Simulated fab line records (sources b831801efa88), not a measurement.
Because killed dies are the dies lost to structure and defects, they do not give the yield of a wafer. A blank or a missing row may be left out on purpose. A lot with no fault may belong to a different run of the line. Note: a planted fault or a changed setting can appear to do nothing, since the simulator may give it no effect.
fab line records | flow sfqLine
[record] lots = 7 wafers = 21 lastDay = 97
route steps=325 shown I1@87 M2@88
lots untouched by any fault: they come from a run of this same line in which no faults occurred
startH: hours from the record's first day to the start of the lot's first wafer shown | waitH: hours from the lot's prior step to this one | " unchanged from the row above | L1.1+2: one row covering several wafers at once | - no value, or no start given | * or withheld: withheld | < > ~ a bound
route shown NAME@n: names a module that has steps shown in the file, with the first one's number in the route | usual: average and standard deviation across the fault-free wafers | same: alike in all rows | chamber/n: place in a boat | sites: the reading at each site | _std_site: the values' standard deviation | _edge_site: the outer-site mean with the inner-site mean subtracted | radiusMm: for every site, how far away it sits from the centre of the wafer | mask NAME#n: copy n | behind: the tool/chamber that last shaped the wafer | hold: the reason the lot was held/the length of the hold in hours/how it ended | device: the n, p or np transistor that did not switch | end of line: tests of these same wafers at the route's end | a step without rows: its recipe alone | killed: at the first sort, the dies lost to defects and structure; wafer yield is something else | map: a wafer's dies, marking killed ones x, the rest . and places with no die _
set.NAME: the run value of the setting; set.NAME@STEP: its run value at that earlier step | model.NAME: the simulator's own value behind a step, which no gauge read
certain route steps with their lots: each step a table, each wafer a row
services: a tool's chamber out of use, with start hour (startH, from the record's first day; less than 0 if before it), hours out, and reason
[[steps]]
[step SFQ_TRILAYER_I1_VIA_STRIP_SOLV_CLEAN_054]
[recipe] chemistry = NMP tempC = 70 timeS = 600
[step SFQ_TRILAYER_M2_DEP_PRE_CLEAN_056]
[recipe] gas = Ar timeS = 22.5 biasV = 250
[step SFQ_TRILAYER_M2_DEP_SPUTTER_055]
[recipe] material = Nb basePressurePa = 1.33e-06 chamberPressurePa = 0.1333 substrateTempC = 20 resputterCathodeVoltageV = 400 targetThkNm = 200 powerW = 2000 timeS = 133.3
[usual] throttleValvePct = 29.4/1
// columns lot.wafer tool chamber startH waitH throttleValvePct
L437.2 pvdSputter-03 - 836.88 0.0 28.4
L437.3 " - " " 30.1
L437.6 " - " " 29.8
L438.2 pvdSputter-04 - 845.21 0.0 29.7
L438.4 " - " " 28.1
L438.5 " - " " 30.6
L448.1 pvdSputter-03 - 960.96 0.0 30.2
L448.2 " - " " 29.8
L448.4 " - " " 31.2
L449.1 pvdSputter-04 - 968.17 0.0 29.1
L449.2 " - " " 28.0
L449.6 " - " " 29.7
L450.2 pvdSputter-03 - 969.37 0.0 31.0
L450.5 " - " " 30.1
L450.6 " - " " 29.7
L451.1 pvdSputter-06 - 974.17 0.0 27.8
L451.3 " - " " 28.7
L451.4 " - " " 28.4
L455.2 pvdSputter-04 - 1005.97 0.0 30.2
L455.3 " - " " 28.2
L455.5 " - " " 29.5
[step SFQ_M2_RS_MEAS_914]
[recipe] thkMeasGauge = four-point-probe reads = Nb_of_TRILAYER_M2_DEP_SPUTTER_055
[usual] M2_NB_RS = 0.893/0.0071
// columns lot.wafer tool chamber startH waitH M2_NB_RS[ohm/sq]
L437.2 filmMetro-04 - 836.99 0.1 0.885
L437.3 " - " " 0.890
L437.6 " - " " 0.887
L438.2 filmMetro-01 - 845.32 0.1 0.893
L438.4 " - " " 0.884
L438.5 " - " " 0.891
L448.1 filmMetro-04 - 961.06 0.0 0.890
L448.2 " - " " 0.886
L448.4 " - " " 0.895
L449.1 filmMetro-02 - 968.26 0.0 0.898
L449.2 " - " " 0.893
L449.6 " - " " 0.894
L450.2 filmMetro-04 - 969.48 0.1 0.894
L450.5 " - " " 0.894
L450.6 " - " " 0.898
L451.1 filmMetro-01 - 974.26 0.0 0.893
L451.3 " - " " 0.901
L451.4 " - " " 0.891
L455.2 filmMetro-02 - 1006.08 0.1 0.893
L455.3 " - " " 0.894
L455.5 " - " " 0.903
[step SFQ_TRILAYER_M2_LITHO_COAT_062]
[recipe] resist = BARC spinRpm = 3000 resistThkNm = 62
[step SFQ_TRILAYER_M2_LITHO_COAT_057]
[recipe] resist = KrF spinRpm = 3000 resistThkNm = 600
[step SFQ_TRILAYER_M2_LITHO_SOFTBAKE_061]
[recipe] tempC = withheld timeS = withheld resist = KrF
[step SFQ_TRILAYER_M2_LITHO_EXPOSE_058]
[recipe] maskId = M2 na = 0.6 sourceShape = conventional sigmaOuter = 0.65 targetCdNm = 500 doseMj = 14.4
[step SFQ_TRILAYER_M2_LITHO_PEB_060]
[recipe] pebTempC = 115 pebTimeS = 60 resist = KrF
[step SFQ_TRILAYER_M2_LITHO_DEVELOP_059]
[recipe] timeS = 60 resist = KrF
[step SFQ_M2_OVL_MEAS_916]
[usual] M2_OVL = 0/6.2
// columns lot.wafer tool chamber startH waitH M2_OVL[nm]
L437.2 overlay-02 - 986.65 0.1 0
L437.3 " - " " 5
L437.6 " - " " 5
L438.2 overlay-01 - 1000.78 0.1 3
L438.4 " - " " 5
L438.5 " - " " 2
L448.1 overlay-02 - 1117.85 0.1 0
L448.2 " - " " 2
L448.4 " - " " -1
L449.1 overlay-02 - 1122.65 0.1 9
L449.2 " - " " 15
L449.6 " - " " 7
L450.2 overlay-02 - 1125.06 0.1 2
L450.5 " - " " 7
L450.6 " - " " 0
L451.1 overlay-02 - 1127.45 0.1 7
L451.3 " - " " 10
L451.4 " - " " 20
L455.2 overlay-02 - 1158.10 0.1 3
L455.3 " - " " 0
L455.5 " - " " 8
[step SFQ_TRILAYER_M2_BARC_OPEN_METAL_ETCH_077]
[recipe] maskMaterial = PR chemistry = O2 targetDepthNm = 125 target = BARC icpW = 600 biasW = 80 pressureMtorr = 10 timeS = 41.7
[usual] drypumpMotorCurrentA = 5.7/0.5 oesProductAu = 0.685/0.0048 rfFwdPowerW = 592/3.2
// columns lot.wafer tool chamber startH waitH drypumpMotorCurrentA oesProductAu rfFwdPowerW rfHoursCounterH model.KrF_of_TRILAYER_M2_LITHO_COAT_057.thkNm
L437.2 rieMetal-02 1 986.70 0.0 6.3 0.682 593 - 524
L437.3 " 1 " " 6.3 0.681 589 - 526.1
L437.6 " 1 " " 6.3 0.686 593 - 525.2
L438.2 rieMetal-03 0 1000.81 0.0 5.6 0.691 589 47 523.8
L438.4 " 1 " " 4.8 0.684 595 - 525.3
L438.5 " 1 " " 4.9 0.687 592 - 525.5
L448.1 rieMetal-03 0 1117.89 0.0 5.6 0.682 588 64 525.1
L448.2 " 1 " " 4.8 0.686 684 124 515
L448.4 " 1 " " 4.8 0.683 686 - 516.6
L449.1 rieMetal-03 1 1122.69 0.0 4.8 0.686 687 124 515.1
L449.2 " 0 " " 5.6 0.679 589 65 523.4
L449.6 " 0 " " 5.6 0.688 587 - 524.8
L450.2 rieMetal-03 1 1125.09 0.0 4.8 0.679 689 125 516.4
L450.5 " 0 " " 5.6 0.685 590 - 525
L450.6 " 1 " " 4.8 0.685 687 - 518.9
L451.1 rieMetal-02 1 1127.49 0.0 6.3 0.678 590 129 522.1
L451.3 " 0 " " 6.1 0.685 597 - 523.8
L451.4 " 1 " " 6.3 0.691 590 - 521.7
L455.2 rieMetal-04 1 1158.13 0.0 6.2 0.690 593 101 524.7
L455.3 " 0 " " 5.6 0.687 596 - 524.4
L455.5 " 0 " " 5.6 0.686 595 - 522.8
[step SFQ_TRILAYER_M2_ETCH_METAL_ETCH_060]
[recipe] target = Nb stopOn = SiO2 maskMaterial = PR chemistry = Cl2/Ar targetDepthNm = 240 icpW = 600 biasW = 80 pressureMtorr = 10 timeS = 120
[usual] drypumpMotorCurrentA = 5.7/0.5 oesProductAu = 0.892/0.0067 rfFwdPowerW = 596.0/2.2
// columns lot.wafer tool chamber startH waitH drypumpMotorCurrentA oesProductAu rfFwdPowerW rfHoursCounterH model.KrF_of_TRILAYER_M2_LITHO_COAT_057.thkNm
L437.2 rieMetal-02 1 986.84 0.1 6.3 0.901 593.6 - 382.3
L437.3 " 1 " " 6.3 0.895 596.3 - 383.3
L437.6 " 1 " " 6.3 0.897 595.2 - 383
L438.2 rieMetal-03 0 1000.87 0.0 5.6 0.900 595.2 47 382.1
L438.4 " 1 " " 4.8 0.892 594.1 - 384.9
L438.5 " 1 " " 4.8 0.886 595.4 - 385.8
L448.1 rieMetal-03 0 1117.97 0.1 5.6 0.882 589.6 64 384.2
L448.2 " 1 " " 4.8 0.904 598.6 124 375.7
L448.4 " 1 " " 4.8 0.896 599.8 - 377.2
L449.1 rieMetal-03 1 1122.75 0.0 4.8 0.890 598.0 124 375.4
L449.2 " 0 " " 5.6 0.881 594.6 65 381.7
L449.6 " 0 " " 5.6 0.896 593.9 - 382.9
L450.2 rieMetal-03 1 1125.15 0.0 4.8 0.885 597.4 125 376
L450.5 " 0 " " 5.5 0.888 594.1 - 384
L450.6 " 1 " " 4.8 0.882 596.9 - 378.8
L451.1 rieMetal-02 1 1127.55 0.0 6.3 0.893 593.3 129 377.9
L451.3 " 0 " " 6.0 0.884 597.6 - 381.4
L451.4 " 1 " " 6.3 0.897 593.3 - 377.8
L455.2 rieMetal-04 1 1158.19 0.0 6.2 0.899 594.5 101 381.8
L455.3 " 0 " " 5.6 0.893 598.6 - 382.3
L455.5 " 0 " " 5.6 0.893 598.0 - 380.8
[step SFQ_TRILAYER_M2_STRIP_STRIP_061]
[recipe] gas = O2 powerW = 200 platenTempC = 40 overashFraction = 0.65 chemistry = O2 pressureMtorr = 50
[usual] drypumpMotorCurrentA = 5.7/0.5 oesProductAu = 1.002/0.0078
// columns lot.wafer tool chamber startH waitH drypumpMotorCurrentA oesProductAu rfHoursCounterH
L437.2 rieMetal-02 1 987.25 0.4 6.3 1.000 -
L437.3 " 1 " " 6.3 1.003 -
L437.6 " 1 " " 6.3 1.004 -
L438.2 rieMetal-03 0 1000.99 0.1 5.6 1.004 47
L438.4 " 1 " " 4.8 0.991 -
L438.5 " 1 " " 4.8 1.000 -
L448.1 rieMetal-03 0 1118.14 0.1 5.6 1.011 65
L448.2 " 1 " " 4.8 1.002 124
L448.4 " 1 " " 4.8 1.003 -
L449.1 rieMetal-03 1 1122.87 0.1 4.8 0.992 124
L449.2 " 0 " " 5.6 1.000 65
L449.6 " 0 " " 5.5 1.009 -
L450.2 rieMetal-03 1 1125.27 0.1 4.8 0.997 125
L450.5 " 0 " " 5.5 1.007 -
L450.6 " 1 " " 4.9 1.007 -
L451.1 rieMetal-02 1 1127.67 0.1 6.3 1.006 129
L451.3 " 0 " " 6.1 0.997 -
L451.4 " 1 " " 6.3 1.011 -
L455.2 rieMetal-04 1 1158.32 0.1 6.2 1.001 101
L455.3 " 0 " " 5.6 1.009 -
L455.5 " 0 " " 5.5 1.010 -
[[services]]
// columns tool chamber startH hours kind
rieMetal-04 0 814.97 - clean
rieMetal-04 0 814.97 16.4 scheduledDown
rieMetal-04 0 814.97 16.4 ventCycle
rieMetal-03 - 818.88 1.5 repair
pvdSputter-06 - 825.41 2.1 repair
pvdSputter-06 - 887.26 6.4 repair
pvdSputter-06 - 905.10 5.3 repair
rieMetal-02 - 932.28 0.6 repair
rieMetal-02 0 980.06 - clean
rieMetal-02 0 980.06 - consumableReplace:focusRing
rieMetal-02 0 980.06 24.8 scheduledDown
rieMetal-02 0 980.06 24.8 ventCycle
pvdSputter-03 - 1013.27 1.6 repair
pvdSputter-04 - 1021.22 2.4 repair
rieMetal-02 - 1077.44 1.4 pm
rieMetal-03 1 1130.12 - clean
rieMetal-03 1 1130.12 - consumableReplace:focusRing
rieMetal-03 1 1130.12 28.7 scheduledDown
rieMetal-03 1 1130.12 28.7 ventCycle
pvdSputter-06 - 1148.73 0.8 repair
rieMetal-02 1 1149.74 - clean
rieMetal-02 1 1149.74 - consumableReplace:focusRing
rieMetal-02 1 1149.74 17.0 scheduledDown
rieMetal-02 1 1149.74 17.0 ventCycle
[[key]]
[firstSign] step = SFQ_TRILAYER_M2_BARC_OPEN_METAL_ETCH_077 reading = rfFwdPowerW direction = up sigmas = 29 usual = 592 struck = 687
effect none on later readings
[modelEffect] step = SFQ_TRILAYER_M2_BARC_OPEN_METAL_ETCH_077 value = KrF_of_TRILAYER_M2_LITHO_COAT_057.thkNm without = 523.7 struck = 516.4
[modelEffect] step = SFQ_TRILAYER_M2_ETCH_METAL_ETCH_060 value = KrF_of_TRILAYER_M2_LITHO_COAT_057.thkNm without = 383.9 struck = 376.6
metAt SFQ_TRILAYER_M2_BARC_OPEN_METAL_ETCH_077
struckWafers L448.2,L448.4,L449.1,L450.2,L450.6
onsetBetween 1000.81 1117.89
[fault] kind = processParameterDrift tool = rieMetal-03 chamber = 1 onsetH = 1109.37 steps = SFQ_TRILAYER_M2_BARC_OPEN_METAL_ETCH_077 channel = icpW offset = 96 shape = step endH = 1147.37 actsIn = theseRecipesOnly stated = 600
